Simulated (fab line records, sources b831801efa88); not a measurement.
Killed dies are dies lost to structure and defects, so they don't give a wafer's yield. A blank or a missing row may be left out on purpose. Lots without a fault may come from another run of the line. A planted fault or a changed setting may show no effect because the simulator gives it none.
fab line records | flow gf180mcu
record lots=5 wafers=15 last_day=32
route steps=602 shown V5@563 TOP_METAL@567 PASSIVATION@587
lots that met no fault: from a run of the same line without faults
start_h: hours from the record's first day to the start of the lot's first wafer shown | wait_h: hours since the lot's step before | " the same as in the row above | L1.1+2: a row that stands for several wafers | - no value, or no start given | * or withheld: withheld | < > ~ a bound
route shown NAME@n: a module of which the file shows steps, and the number in the route of the first | usual: mean/standard deviation of fault-free wafers | same: alike in all rows | chamber/n: place in a boat | sites: the reading at each site | _std_site: their standard deviation | _edge_site: outer sites' mean less inner sites' | radius_mm: how far each site lies from the wafer's centre | mask NAME#n: copy n | behind: the tool/chamber that last shaped the wafer | hold: why the lot was held/for how many hours/how that ended | device: the transistor (n, p or np) that didn't switch | end of line: the same wafers' tests at the end of the route | a step without rows: its recipe alone | killed: dies lost to structure and defects at the first sort, not the wafer's yield | map: a wafer's dies, x killed, . not, _ none there
set.NAME: the setting as run; set.NAME@STEP: as run at that earlier step | model.NAME: the simulator's own value behind a step, which no gauge read
lots at some steps of the route; a table a step, a row a wafer
services: from which hour (start_h, from the record's first day; less than 0 if before it) a tool's chamber was out of use, for how many hours, and why
## steps
# step GF_V5_CVD_23
# recipe material=W target_thk_nm=350 time_s=104.9 temp_c=400 pressure_torr=40
# usual heater_power_w=816/58
# columns lot.wafer tool chamber start_h wait_h heater_power_w
L075.1 cvd_w-01 1 641.22 0.0 878
L075.2 " 0 " " 809
L075.6 " 0 " " 785
L076.2 cvd_w-02 1 650.36 0.0 754
L076.3 " 1 " " 774
L076.4 " 0 " " 829
L078.2 cvd_w-02 1 657.19 0.1 771
L078.5 " 1 " " 762
L078.6 " 1 " " 772
L081.2 cvd_w-02 1 678.83 0.0 752
L081.3 " 0 " " 832
L081.5 " 1 " " 771
L087.2 cvd_w-01 0 726.08 0.0 807
L087.5 " 0 " " 813
L087.6 " 1 " " 896
# step GF_V5_RS_MEAS_24
# recipe thk_meas_gauge=four-point-probe reads=W_of_V5_CVD_23+TiN_of_V5_SPUTTER_22+Ti_of_V5_SPUTTER_21
# usual V5_W_RS=0.323/0.0058
# columns lot.wafer tool chamber start_h wait_h V5_W_RS[ohm/sq]
L075.1 film_metro-03 - 641.36 0.1 0.325
L075.2 " - " " 0.325
L075.6 " - " " 0.326
L076.2 film_metro-03 - 650.49 0.1 0.314
L076.3 " - " " 0.318
L076.4 " - " " 0.327
L078.2 film_metro-04 - 657.40 0.2 0.312
L078.5 " - " " 0.312
L078.6 " - " " 0.316
L081.2 film_metro-01 - 678.96 0.1 0.316
L081.3 " - " " 0.327
L081.5 " - " " 0.316
L087.2 film_metro-04 - 726.22 0.1 0.328
L087.5 " - " " 0.329
L087.6 " - " " 0.326
# step GF_V5_THK_MEAS_25
# recipe thk_meas_gauge=xrf reads=W_of_V5_CVD_23
# usual V5_W_THK=356/7.1
# columns lot.wafer tool chamber start_h wait_h V5_W_THK[nm]
L075.1 film_metro-03 - 641.48 0.1 352
L075.2 " - " " 354
L075.6 " - " " 353
L076.2 film_metro-03 - 650.60 0.1 363
L076.3 " - " " 360
L076.4 " - " " 349
L078.2 film_metro-04 - 657.51 0.1 370
L078.5 " - " " 369
L078.6 " - " " 368
L081.2 film_metro-01 - 679.07 0.1 368
L081.3 " - " " 353
L081.5 " - " " 367
L087.2 film_metro-04 - 726.33 0.1 351
L087.5 " - " " 350
L087.6 " - " " 354
# step GF_V5_CMP_26
# recipe stop_on=SiO2 down_force_psi=3.5 platen_rpm=60 t_overpolish_s=15 target_thk_nm=0 pad_velocity_m_s=0.94248
# usual motor_current_A=11.5/1.5 overpolish_run_s=15.000/0.0092 time_to_endpoint_s=86/5.3
# columns lot.wafer tool chamber start_h wait_h motor_current_A overpolish_run_s time_to_endpoint_s
L075.2 cmp-02 2 641.59 0.1 10.6 15.008 79
L075.1 " 3 " " 13.4 15.001 91
L075.6 " 1 " " 13.1 15.007 87
L076.3 cmp-01 3 650.70 0.1 9.5 14.993 84
L076.2 " 0 " " 11.1 14.997 88
L076.4 " 1 " " 11.8 14.994 74
L078.2 cmp-01 0 657.71 0.2 10.5 14.989 93
L078.6 " 1 " " 11.4 15.002 84
L078.5 " 2 " " 12.4 15.007 86
L081.3 cmp-01 2 679.17 0.1 12.6 15.011 89
L081.2 " 0 " " 10.4 14.999 95
L081.5 " 1 " " 11.7 15.009 86
L087.2 cmp-02 1 726.53 0.2 13.5 15.017 86
L087.5 " 2 " " 10.8 15.006 74
L087.6 " 3 " " 12.7 14.992 85
# step GF_TOP_METAL_SPUTTER_00
# recipe material=Ti target_thk_nm=37.5 arriving_ion_energy_ev=80 substrate_temp_c=200 chamber_pressure_pa=2 power_w=4000 time_s=150
# usual throttle_valve_pct=29.9/0.81
# columns lot.wafer tool chamber start_h wait_h throttle_valve_pct
L075.1 pvd_sputter-02 - 641.84 0.1 30.4
L075.2 " - " " 29.3
L075.6 " - " " 30.1
L076.2 pvd_sputter-01 - 650.95 0.1 29.3
L076.3 " - " " 31.0
L076.4 " - " " 29.4
L078.2 pvd_sputter-02 - 657.86 0.1 30.3
L078.5 " - " " 30.2
L078.6 " - " " 29.2
L081.2 pvd_sputter-01 - 679.42 0.1 29.6
L081.3 " - " " 31.4
L081.5 " - " " 30.9
L087.2 pvd_sputter-01 - 726.68 0.1 29.7
L087.5 " - " " 29.7
L087.6 " - " " 29.5
# step GF_TOP_METAL_SPUTTER_01
# recipe material=TiN target_thk_nm=30 power_w=6500 time_s=25 chamber_pressure_pa=0.4
# usual throttle_valve_pct=29.9/0.8
# columns lot.wafer tool chamber start_h wait_h throttle_valve_pct
L075.1 pvd_sputter-02 - 641.94 0.1 30.2
L075.2 " - " " 29.5
L075.6 " - " " 30.3
L076.2 pvd_sputter-01 - 651.05 0.1 29.5
L076.3 " - " " 31.3
L076.4 " - " " 29.7
L078.2 pvd_sputter-02 - 657.96 0.1 30.4
L078.5 " - " " 30.0
L078.6 " - " " 29.2
L081.2 pvd_sputter-01 - 679.52 0.1 29.3
L081.3 " - " " 30.9
L081.5 " - " " 31.2
L087.2 pvd_sputter-01 - 726.78 0.1 29.7
L087.5 " - " " 29.3
L087.6 " - " " 29.4
# step GF_TOP_METAL_SPUTTER_02
# recipe material=AlCu target_thk_nm=900 power_w=10600 chamber_pressure_pa=0.3 substrate_temp_c=250 gas=Ar time_s=47.82
# usual throttle_valve_pct=29.9/0.78
# columns lot.wafer tool chamber start_h wait_h throttle_valve_pct
L075.1 pvd_sputter-02 - 641.97 0.0 30.1
L075.2 " - " " 29.7
L075.6 " - " " 29.8
L076.2 pvd_sputter-01 - 651.08 0.0 29.4
L076.3 " - " " 31.1
L076.4 " - " " 29.5
L078.2 pvd_sputter-02 - 657.99 0.0 30.2
L078.5 " - " " 30.3
L078.6 " - " " 29.3
L081.2 pvd_sputter-01 - 679.55 0.0 29.5
L081.3 " - " " 31.1
L081.5 " - " " 31.0
L087.2 pvd_sputter-01 - 726.81 0.0 29.6
L087.5 " - " " 29.7
L087.6 " - " " 29.5
# step GF_TOP_METAL_SPUTTER_03
# recipe material=Ti target_thk_nm=5 substrate_temp_c=300 chamber_pressure_pa=0.3 power_w=3000 time_s=3.3
# usual throttle_valve_pct=29.9/0.77
# columns lot.wafer tool chamber start_h wait_h throttle_valve_pct
L075.1 pvd_sputter-02 - 642.01 0.0 30.1
L075.2 " - " " 29.6
L075.6 " - " " 30.1
L076.2 pvd_sputter-01 - 651.12 0.0 29.5
L076.3 " - " " 31.3
L076.4 " - " " 29.4
L078.2 pvd_sputter-02 - 658.03 0.0 30.3
L078.5 " - " " 29.9
L078.6 " - " " 29.2
L081.2 pvd_sputter-01 - 679.60 0.0 29.6
L081.3 " - " " 31.0
L081.5 " - " " 31.3
L087.2 pvd_sputter-01 - 726.85 0.0 29.7
L087.5 " - " " 29.7
L087.6 " - " " 29.7
# step GF_TOP_METAL_SPUTTER_04
# recipe material=TiN target_thk_nm=25 power_w=6500 time_s=20.8 chamber_pressure_pa=0.4
# usual throttle_valve_pct=29.9/0.79
# columns lot.wafer tool chamber start_h wait_h throttle_valve_pct
L075.1 pvd_sputter-02 - 642.03 0.0 30.2
L075.2 " - " " 29.4
L075.6 " - " " 30.4
L076.2 pvd_sputter-01 - 651.14 0.0 29.3
L076.3 " - " " 31.3
L076.4 " - " " 29.8
L078.2 pvd_sputter-02 - 658.05 0.0 30.3
L078.5 " - " " 30.5
L078.6 " - " " 29.1
L081.2 pvd_sputter-01 - 679.62 0.0 29.6
L081.3 " - " " 31.1
L081.5 " - " " 31.0
L087.2 pvd_sputter-01 - 726.87 0.0 29.6
L087.5 " - " " 29.6
L087.6 " - " " 29.4
# step GF_TOP_METAL_RS_MEAS_05
# recipe thk_meas_gauge=four-point-probe reads=TiN_of_TOP_METAL_SPUTTER_04+Ti_of_TOP_METAL_SPUTTER_03+AlCu_of_TOP_METAL_SPUTTER_02+TiN_of_TOP_METAL_SPUTTER_01+Ti_of_TOP_METAL_SPUTTER_00
# usual TOP_METAL_ALCU_RS=0.0326/0.0005
# columns lot.wafer tool chamber start_h wait_h TOP_METAL_ALCU_RS[ohm/sq]
L075.1 film_metro-03 - 642.06 0.0 0.0331
L075.2 " - " " 0.0324
L075.6 " - " " 0.0331
L076.2 film_metro-02 - 651.19 0.0 0.0313
L076.3 " - " " 0.0323
L076.4 " - " " 0.0325
L078.2 film_metro-03 - 658.10 0.0 0.0329
L078.5 " - " " 0.0328
L078.6 " - " " 0.0324
L081.2 film_metro-03 - 679.66 0.0 0.0329
L081.3 " - " " 0.0327
L081.5 " - " " 0.0326
L087.2 film_metro-02 - 726.92 0.0 0.0327
L087.5 " - " " 0.0326
L087.6 " - " " 0.0316
# step GF_TOP_METAL_THK_MEAS_06
# recipe thk_meas_gauge=xrf reads=AlCu_of_TOP_METAL_SPUTTER_02
# usual TOP_METAL_ALCU_THK=910/15
# columns lot.wafer tool chamber start_h wait_h TOP_METAL_ALCU_THK[nm]
L075.1 film_metro-03 - 642.18 0.1 887
L075.2 " - " " 913
L075.6 " - " " 897
L076.2 film_metro-02 - 651.30 0.1 951
L076.3 " - " " 918
L076.4 " - " " 918
L078.2 film_metro-03 - 658.21 0.1 903
L078.5 " - " " 905
L078.6 " - " " 915
L081.2 film_metro-03 - 679.77 0.1 891
L081.3 " - " " 899
L081.5 " - " " 906
L087.2 film_metro-02 - 727.03 0.1 922
L087.5 " - " " 921
L087.6 " - " " 951
# step GF_TOP_METAL_DEHYDRATE_07
# recipe temp_c=200 time_s=60
# usual chill_plate_temp_C=23.01/0.11
# columns lot.wafer tool chamber start_h wait_h chill_plate_temp_C
L075.1 litho_track-02 0 651.00 8.8 22.97
L075.2 " 0 " " 23.01
L075.6 " 0 " " 22.86
L076.2 litho_track-01 0 659.75 8.4 22.97
L076.3 " 0 " " 22.92
L076.4 " 0 " " 22.82
L078.2 litho_track-04 0 667.61 9.4 23.08
L078.5 " 0 " " 23.14
L078.6 " 0 " " 23.03
L081.2 litho_track-01 0 688.75 9.0 22.91
L081.3 " 0 " " 23.01
L081.5 " 0 " " 23.03
L087.2 litho_track-04 0 735.26 8.2 22.96
L087.5 " 0 " " 23.02
L087.6 " 0 " " 23.03
# step GF_TOP_METAL_HMDS_08
# recipe prime_time_s=60 prime_temp_c=120
# usual chill_plate_temp_C=23.00/0.1
# columns lot.wafer tool chamber start_h wait_h chill_plate_temp_C
L075.1 litho_track-02 0 651.15 0.1 22.89
L075.2 " 0 " " 22.98
L075.6 " 0 " " 22.96
L076.2 litho_track-01 0 659.90 0.1 23.03
L076.3 " 0 " " 22.87
L076.4 " 0 " " 22.97
L078.2 litho_track-04 0 667.76 0.1 23.12
L078.5 " 0 " " 23.17
L078.6 " 0 " " 23.06
L081.2 litho_track-01 0 688.90 0.1 22.94
L081.3 " 0 " " 22.78
L081.5 " 0 " " 22.85
L087.2 litho_track-04 0 735.41 0.1 22.97
L087.5 " 0 " " 23.06
L087.6 " 0 " " 23.02
# step GF_TOP_METAL_COAT_09
# recipe resist=NOVOLAK spin_rpm=3000 resist_thk_nm=1500
# usual chill_plate_temp_C=22.99/0.11
# columns lot.wafer tool chamber start_h wait_h chill_plate_temp_C
L075.1 litho_track-02 0 651.30 0.1 22.80
L075.2 " 0 " " 22.89
L075.6 " 0 " " 22.82
L076.2 litho_track-01 0 660.05 0.1 23.07
L076.3 " 0 " " 23.11
L076.4 " 0 " " 23.02
L078.2 litho_track-04 0 667.91 0.1 23.10
L078.5 " 0 " " 23.04
L078.6 " 0 " " 22.87
L081.2 litho_track-01 0 689.05 0.1 22.90
L081.3 " 0 " " 23.09
L081.5 " 0 " " 22.95
L087.2 litho_track-04 0 735.56 0.1 22.86
L087.5 " 0 " " 22.94
L087.6 " 0 " " 22.93
# step GF_TOP_METAL_SOFTBAKE_10
# recipe temp_c=90 time_s=60 resist=NOVOLAK
# usual chill_plate_temp_C=22.98/0.092
# columns lot.wafer tool chamber start_h wait_h chill_plate_temp_C
L075.1 litho_track-02 0 651.45 0.1 22.96
L075.2 " 0 " " 23.06
L075.6 " 0 " " 22.98
L076.2 litho_track-01 0 660.20 0.1 22.99
L076.3 " 0 " " 22.97
L076.4 " 0 " " 23.01
L078.2 litho_track-04 0 668.06 0.1 22.93
L078.5 " 0 " " 22.84
L078.6 " 0 " " 22.81
L081.2 litho_track-01 0 689.20 0.1 22.91
L081.3 " 0 " " 22.85
L081.5 " 0 " " 22.92
L087.2 litho_track-04 0 735.71 0.1 22.95
L087.5 " 0 " " 23.16
L087.6 " 0 " " 23.15
# step GF_TOP_METAL_EXPOSE_11
# recipe mask_id=MetalTop target_cd_nm=440 na=0.6 source_shape=conventional sigma_outer=0.6 dose_mj=170
# same na=0.6
# columns lot.wafer tool chamber start_h wait_h mask
L075.1+2+6 iline_stepper-02 0 - - MetalTop#0
L076.2+3+4 iline_stepper-02 0 - - MetalTop#0
L078.2+5+6 iline_stepper-01 0 - - MetalTop#0
L081.2+3+5 iline_stepper-01 0 - - MetalTop#0
L087.2+5+6 iline_stepper-01 0 - - MetalTop#0
# step GF_TOP_METAL_PEB_12
# recipe temp_c=withheld time_s=* resist=NOVOLAK
# usual chill_plate_temp_C=*
# columns lot.wafer tool chamber start_h wait_h chill_plate_temp_C
L075.1 litho_track-04 0 - - *
L075.2 " 0 " " *
L075.6 " 0 " " *
L076.2 litho_track-01 0 - - *
L076.3 " 0 " " *
L076.4 " 0 " " *
L078.2 litho_track-02 0 - - *
L078.5 " 0 " " *
L078.6 " 0 " " *
L081.2 litho_track-01 0 - - *
L081.3 " 0 " " *
L081.5 " 0 " " *
L087.2 litho_track-01 0 - - *
L087.5 " 0 " " *
L087.6 " 0 " " *
# step GF_TOP_METAL_DEVELOP_13
# recipe develop_time_s=60 dev_temp_c=23
# usual chill_plate_temp_C=23.00/0.1
# columns lot.wafer tool chamber start_h wait_h chill_plate_temp_C
L075.1 litho_track-04 0 661.14 0.1 22.98
L075.2 " 0 " " 23.05
L075.6 " 0 " " 23.03
L076.2 litho_track-01 0 669.75 0.1 23.00
L076.3 " 0 " " 22.77
L076.4 " 0 " " 23.01
L078.2 litho_track-02 0 676.92 0.1 22.82
L078.5 " 0 " " 22.88
L078.6 " 0 " " 22.94
L081.2 litho_track-01 0 698.15 0.1 22.97
L081.3 " 0 " " 22.92
L081.5 " 0 " " 23.00
L087.2 litho_track-01 0 743.85 0.1 23.07
L087.5 " 0 " " 22.99
L087.6 " 0 " " 22.89
# step GF_TOP_METAL_CD_MEAS_14
# recipe target_cd_nm=440
# usual cd_nm=440.1/2.1
# columns lot.wafer tool chamber start_h wait_h cd_nm
L075.1 cd_sem-01 - 661.29 0.1 441.4
L075.2 " - " " 443.3
L075.6 " - " " 440.9
L076.2 cd_sem-02 - 669.89 0.1 442.5
L076.3 " - " " 440.1
L076.4 " - " " 440.6
L078.2 cd_sem-02 - 677.06 0.1 439.7
L078.5 " - " " 437.5
L078.6 " - " " 440.5
L081.2 cd_sem-02 - 698.29 0.1 444.2
L081.3 " - " " 444.0
L081.5 " - " " 445.2
L087.2 cd_sem-02 - 743.99 0.1 440.4
L087.5 " - " " 440.7
L087.6 " - " " 439.0
# step GF_TOP_METAL_OVL_MEAS_15
# usual TOP_METAL_OVL=0.1/1.1
# columns lot.wafer tool chamber start_h wait_h TOP_METAL_OVL[nm]
L075.1 overlay-02 - 661.41 0.1 -0.7
L075.2 " - " " 0.1
L075.6 " - " " 1.3
L076.2 overlay-02 - 670.00 0.1 -0.4
L076.3 " - " " -0.2
L076.4 " - " " 0.0
L078.2 overlay-02 - 677.17 0.1 0.7
L078.5 " - " " 0.0
L078.6 " - " " 1.6
L081.2 overlay-02 - 698.40 0.1 -1.7
L081.3 " - " " -1.2
L081.5 " - " " -1.8
L087.2 overlay-02 - 744.10 0.1 0.8
L087.5 " - " " -0.4
L087.6 " - " " 0.5
# step GF_TOP_METAL_METAL_ETCH_16
# recipe chemistry=Cl2/BCl3 mask_material=NOVOLAK target_depth_nm=1197 stop_on=SiO2 pressure_mtorr=8 icp_w=800 bias_w=140 Cl2_flow_sccm=80 bcl3_flow_sccm=40 time_s=199.5
# usual drypump_motor_current_A=6.0/0.48 oes_product_au=0.986/0.0078 throttle_valve_pct=28.233/0.012
# columns lot.wafer tool chamber start_h wait_h drypump_motor_current_A oes_product_au rf_hours_counter_h throttle_valve_pct
L075.1 rie_metal-01 1 661.44 0.0 6.3 0.991 0 28.223
L075.2 " 1 " " 6.4 0.987 - 28.250
L075.6 " 1 " " 6.3 0.998 - 28.236
L076.2 rie_metal-03 0 670.03 0.0 5.9 0.989 4 28.246
L076.3 " 1 " " 6.7 0.966 - 28.241
L076.4 " 0 " " 5.9 0.990 - 28.243
L078.2 rie_metal-03 1 677.20 0.0 6.8 0.977 15 28.241
L078.5 " 1 " " 6.7 0.983 - 28.237
L078.6 " 0 " " 5.9 0.988 - 28.230
L081.2 rie_metal-01 0 698.43 0.0 5.4 0.991 0 28.213
L081.3 " 0 " " 5.4 0.993 - 28.235
L081.5 " 1 " " 6.4 0.988 - 28.217
L087.2 rie_metal-03 1 744.13 0.0 6.7 0.980 1 28.240
L087.5 " 0 " " 5.9 0.984 - 28.238
L087.6 " 1 " " 6.8 0.987 - 28.242
# step GF_TOP_METAL_STRIP_17
# recipe chemistry=O2/N2 power_w=1400 pressure_mtorr=1500 platen_temp_c=250 o2_flow_sccm=3000 n2_flow_sccm=300 overash_fraction=0.5
# usual drypump_motor_current_A=5.4/0.38 heater_power_w=365/40 oes_product_au=0.710/0.0045 platen_temp_c=250.02/0.2 strip_time_to_endpoint_s=13.02/0.1
# columns lot.wafer tool chamber start_h wait_h drypump_motor_current_A heater_power_w oes_product_au platen_temp_c rf_hours_counter_h strip_time_to_endpoint_s
L075.1 plasma_asher-02 0 661.83 0.3 5.3 384 0.711 249.91 88 12.92
L075.2 " 1 " " 5.6 374 0.704 250.15 88 12.97
L075.6 " 1 " " 5.6 359 0.708 250.03 - 12.86
L076.2 plasma_asher-03 1 670.22 0.1 5.7 324 0.719 250.13 61 13.02
L076.3 " 0 " " 4.7 434 0.707 250.19 - 13.21
L076.4 " 1 " " 5.7 309 0.712 250.07 - 13.09
L078.2 plasma_asher-03 1 677.39 0.1 5.7 319 0.707 249.87 62 13.21
L078.5 " 1 " " 5.7 325 0.708 249.78 - 13.17
L078.6 " 0 " " 4.7 426 0.711 250.09 - 13.12
L081.2 plasma_asher-02 1 698.62 0.1 5.6 374 0.717 250.03 92 12.99
L081.3 " 0 " " 5.3 389 0.706 250.26 - 13.04
L081.5 " 1 " " 5.6 369 0.711 250.05 - 12.98
L087.2 plasma_asher-02 0 744.32 0.1 5.3 391 0.708 249.68 97 13.04
L087.5 " 1 " " 5.6 363 0.705 249.66 - 12.96
L087.6 " 0 " " 5.3 372 0.713 250.25 - 13.00
# step GF_TOP_METAL_STRIP_18
# recipe chemistry=post_etch_residue_remover time_s=1200 temp_c=72.5
# usual bath_guard_temp_C=72.5/0.57
# columns lot.wafer tool chamber start_h wait_h bath_guard_temp_C
L075.1 wet_bench-03 0 661.93 0.1 72.0
L075.2 " 0 " " 72.4
L075.6 " 0 " " 72.2
L076.2 wet_bench-01 2 670.32 0.1 73.2
L076.3 " 2 " " 73.2
L076.4 " 2 " " 73.3
L078.2 wet_bench-03 3 677.49 0.1 73.0
L078.5 " 3 " " 72.8
L078.6 " 3 " " 73.0
L081.2 wet_bench-04 2 698.72 0.1 73.2
L081.3 " 2 " " 73.0
L081.5 " 2 " " 72.9
L087.2 wet_bench-03 1 744.42 0.1 72.5
L087.5 " 1 " " 72.4
L087.6 " 1 " " 72.9
# step GF_TOP_METAL_CLEAN_19
# recipe chemistry=DIW dry=n2_spin
# columns lot.wafer tool chamber start_h wait_h
L075.1+2+6 wet_bench-01 2 662.27 0.0
L076.2+3+4 wet_bench-01 0 670.69 0.0
L078.2+5+6 wet_bench-04 1 677.83 0.0
L081.2+3+5 wet_bench-03 1 699.13 0.0
L087.2+5+6 wet_bench-04 3 744.76 0.0
# step GF_PASSIVATION_CVD_00
# recipe material=SiO2 target_thk_nm=1000 precursor=TEOS temp_c=400 time_s=114.1 rf_w=600
# usual heater_power_w=677/73
# columns lot.wafer tool chamber start_h wait_h heater_power_w
L075.1 pecvd-01 2 662.36 0.0 637
L075.2 " 0 " " 646
L075.6 " 0 " " 703
L076.2 pecvd-01 2 670.79 0.0 702
L076.3 " 0 " " 808
L076.4 " 0 " " 640
L078.2 pecvd-02 1 677.93 0.0 697
L078.5 " 2 " " 568
L078.6 " 0 " " 655
L081.2 pecvd-01 1 699.22 0.0 644
L081.3 " 0 " " 729
L081.5 " 1 " " 696
L087.2 pecvd-02 1 744.85 0.0 685
L087.5 " 2 " " 707
L087.6 " 0 " " 678
# step GF_PASSIVATION_THK_MEAS_01
# recipe reads=SiO2_of_PASSIVATION_CVD_00
# usual PASSIVATION_CVD_00_THK=1021/17
# columns lot.wafer tool chamber start_h wait_h PASSIVATION_CVD_00_THK[nm]
L075.1 film_metro-04 - 662.44 0.0 993
L075.2 " - " " 972
L075.6 " - " " 1006
L076.2 film_metro-02 - 670.88 0.0 992
L076.3 " - " " 988
L076.4 " - " " 1010
L078.2 film_metro-02 - 678.01 0.0 1035
L078.5 " - " " 1063
L078.6 " - " " 1058
L081.2 film_metro-02 - 699.31 0.0 1010
L081.3 " - " " 1009
L081.5 " - " " 1033
L087.2 film_metro-04 - 745.03 0.1 990
L087.5 " - " " 1012
L087.6 " - " " 1041
# step GF_PASSIVATION_CVD_02
# recipe material=Si3N4 target_thk_nm=700 time_s=486.18 temp_c=400 rf_w=450
# usual heater_power_w=731/71
# columns lot.wafer tool chamber start_h wait_h heater_power_w
L075.1 pecvd-04 1 662.50 0.1 756
L075.2 " 2 " " 773
L075.6 " 2 " " 810
L076.2 pecvd-04 0 670.93 0.0 692
L076.3 " 1 " " 768
L076.4 " 2 " " 661
L078.2 pecvd-01 2 678.06 0.0 668
L078.5 " 2 " " 706
L078.6 " 0 " " 799
L081.2 pecvd-04 2 699.36 0.0 783
L081.3 " 0 " " 678
L081.5 " 0 " " 710
L087.2 pecvd-04 1 745.08 0.0 724
L087.5 " 1 " " 748
L087.6 " 0 " " 688
# step GF_PASSIVATION_THK_MEAS_03
# recipe reads=Si3N4_of_PASSIVATION_CVD_02
# usual PASSIVATION_CVD_02_THK=700/8.4
# columns lot.wafer tool chamber start_h wait_h PASSIVATION_CVD_02_THK[nm]
L075.1 film_metro-01 - 662.79 0.1 696
L075.2 " - " " 696
L075.6 " - " " 705
L076.2 film_metro-02 - 671.23 0.2 688
L076.3 " - " " 705
L076.4 " - " " 709
L078.2 film_metro-04 - 678.36 0.2 709
L078.5 " - " " 716
L078.6 " - " " 701
L081.2 film_metro-02 - 699.66 0.2 702
L081.3 " - " " 697
L081.5 " - " " 705
L087.2 film_metro-01 - 745.38 0.2 694
L087.5 " - " " 710
L087.6 " - " " 706
# step GF_PASSIVATION_DEHYDRATE_04
# recipe temp_c=200 time_s=60
# usual chill_plate_temp_C=22.95/0.1
# columns lot.wafer tool chamber start_h wait_h chill_plate_temp_C
L075.1 litho_track-01 0 672.02 9.2 22.82
L075.2 " 0 " " 22.99
L075.6 " 0 " " 22.96
L076.2 litho_track-01 0 680.15 8.9 22.91
L076.3 " 0 " " 23.01
L076.4 " 0 " " 22.94
L078.2 litho_track-03 0 686.86 8.5 22.90
L078.5 " 0 " " 22.90
L078.6 " 0 " " 22.93
L081.2 litho_track-01 0 708.00 8.3 23.13
L081.3 " 0 " " 23.01
L081.5 " 0 " " 22.95
L087.2 litho_track-03 0 753.01 7.6 22.97
L087.5 " 0 " " 22.97
L087.6 " 0 " " 23.08
# step GF_PASSIVATION_HMDS_05
# recipe prime_time_s=60 prime_temp_c=120
# usual chill_plate_temp_C=23.01/0.12
# columns lot.wafer tool chamber start_h wait_h chill_plate_temp_C
L075.1 litho_track-01 0 672.17 0.1 22.91
L075.2 " 0 " " 22.92
L075.6 " 0 " " 23.04
L076.2 litho_track-01 0 680.30 0.1 22.84
L076.3 " 0 " " 22.90
L076.4 " 0 " " 23.00
L078.2 litho_track-03 0 687.01 0.1 22.94
L078.5 " 0 " " 23.14
L078.6 " 0 " " 23.07
L081.2 litho_track-01 0 708.15 0.1 22.85
L081.3 " 0 " " 22.99
L081.5 " 0 " " 22.95
L087.2 litho_track-03 0 753.16 0.1 22.94
L087.5 " 0 " " 22.88
L087.6 " 0 " " 23.04
# step GF_PASSIVATION_COAT_06
# recipe spin_rpm=2000 resist_thk_nm=4000
# usual chill_plate_temp_C=23.00/0.11
# columns lot.wafer tool chamber start_h wait_h chill_plate_temp_C
L075.1 litho_track-01 0 672.32 0.1 23.17
L075.2 " 0 " " 23.16
L075.6 " 0 " " 23.01
L076.2 litho_track-01 0 680.45 0.1 22.94
L076.3 " 0 " " 23.00
L076.4 " 0 " " 22.90
L078.2 litho_track-03 0 687.16 0.1 22.84
L078.5 " 0 " " 22.86
L078.6 " 0 " " 22.81
L081.2 litho_track-01 0 708.30 0.1 22.95
L081.3 " 0 " " 23.09
L081.5 " 0 " " 22.98
L087.2 litho_track-03 0 753.31 0.1 22.98
L087.5 " 0 " " 23.02
L087.6 " 0 " " 23.09
# step GF_PASSIVATION_SOFTBAKE_07
# recipe temp_c=110 time_s=withheld
# usual chill_plate_temp_C=22.99/0.1
# columns lot.wafer tool chamber start_h wait_h chill_plate_temp_C
L075.1 litho_track-01 0 672.47 0.1 22.93
L075.2 " 0 " " 23.02
L075.6 " 0 " " 22.98
L076.2 litho_track-01 0 680.61 0.1 22.93
L076.3 " 0 " " 23.00
L076.4 " 0 " " 23.17
L078.2 litho_track-03 0 687.32 0.1 23.05
L078.5 " 0 " " 23.03
L078.6 " 0 " " 23.01
L081.2 litho_track-01 0 708.46 0.1 23.08
L081.3 " 0 " " 23.07
L081.5 " 0 " " 23.14
L087.2 litho_track-03 0 753.47 0.1 22.88
L087.5 " 0 " " 22.99
L087.6 " 0 " " 22.80
# step GF_PASSIVATION_EXPOSE_08
# recipe mask_id=Pad target_cd_nm=40000 na=0.57 dose_mj=310
# same na=0.57
# columns lot.wafer tool chamber start_h wait_h mask
L075.1+2+6 iline_stepper-01 0 - - Pad#0
L076.2+3+4 iline_stepper-02 0 - - Pad#0
L078.2+5+6 iline_stepper-01 0 - - Pad#0
L081.2+3+5 iline_stepper-01 0 - - Pad#0
L087.2+5+6 iline_stepper-01 0 - - Pad#0
# step GF_PASSIVATION_PEB_09
# recipe temp_c=115 time_s=withheld
# usual chill_plate_temp_C=22.98/0.096
# columns lot.wafer tool chamber start_h wait_h chill_plate_temp_C
L075.1 litho_track-02 0 - - 23.00
L075.2 " 0 " " 23.07
L075.6 " 0 " " 23.05
L076.2 litho_track-01 0 - - 22.92
L076.3 " 0 " " 22.89
L076.4 " 0 " " 22.93
L078.2 litho_track-01 0 - - 23.03
L078.5 " 0 " " 23.05
L078.6 " 0 " " 22.90
L081.2 litho_track-01 0 - - 22.89
L081.3 " 0 " " 22.96
L081.5 " 0 " " 22.89
L087.2 litho_track-03 0 - - 22.97
L087.5 " 0 " " 22.89
L087.6 " 0 " " 22.96
# step GF_PASSIVATION_DEVELOP_10
# recipe develop_time_s=60 dev_temp_c=23
# usual chill_plate_temp_C=23.00/0.11
# columns lot.wafer tool chamber start_h wait_h chill_plate_temp_C
L075.1 litho_track-02 0 - - 22.93
L075.2 " 0 " " 23.13
L075.6 " 0 " " 23.04
L076.2 litho_track-01 0 - - 23.09
L076.3 " 0 " " 23.06
L076.4 " 0 " " 23.11
L078.2 litho_track-01 0 - - 23.10
L078.5 " 0 " " 23.15
L078.6 " 0 " " 23.22
L081.2 litho_track-01 0 - - 23.12
L081.3 " 0 " " 23.21
L081.5 " 0 " " 23.18
L087.2 litho_track-03 0 - - 23.20
L087.5 " 0 " " 23.03
L087.6 " 0 " " 23.23
## services
# columns tool chamber start_h hours kind
iline_stepper-01 - 621.52 8.2 repair
pecvd-04 - 624.91 2.8 pm
iline_stepper-02 - 629.79 1.7 pm
cmp-02 - 633.98 0.8 repair
cvd_w-02 0 655.79 2.4 repair
cmp-01 - 669.37 4.6 pm
pecvd-02 - 671.72 1.7 repair
pecvd-01 - 674.95 1.1 repair
pecvd-02 - 676.70 0.7 repair
cmp-02 - 679.07 0.7 repair
pvd_sputter-01 1 679.64 - consumable_replace:kit
pecvd-04 - 706.63 14.6 pm
iline_stepper-01 - 711.36 1.7 pm
pecvd-01 - 715.07 14.6 pm
rie_metal-03 - 718.13 14.6 pm
cvd_w-02 0 725.98 15.9 repair
rie_metal-03 - 732.73 2.8 pm
pecvd-02 - 733.19 1.4 repair
pecvd-01 2 739.08 24.8 repair
cmp-01 - 748.77 4.0 pm
cmp-01 - 749.16 1.3 repair
pvd_sputter-01 0 756.08 - consumable_replace:kit
pvd_sputter-01 0 756.08 18.0 scheduled_down
pvd_sputter-01 0 756.08 18.0 vent_cycle
## key
fault none
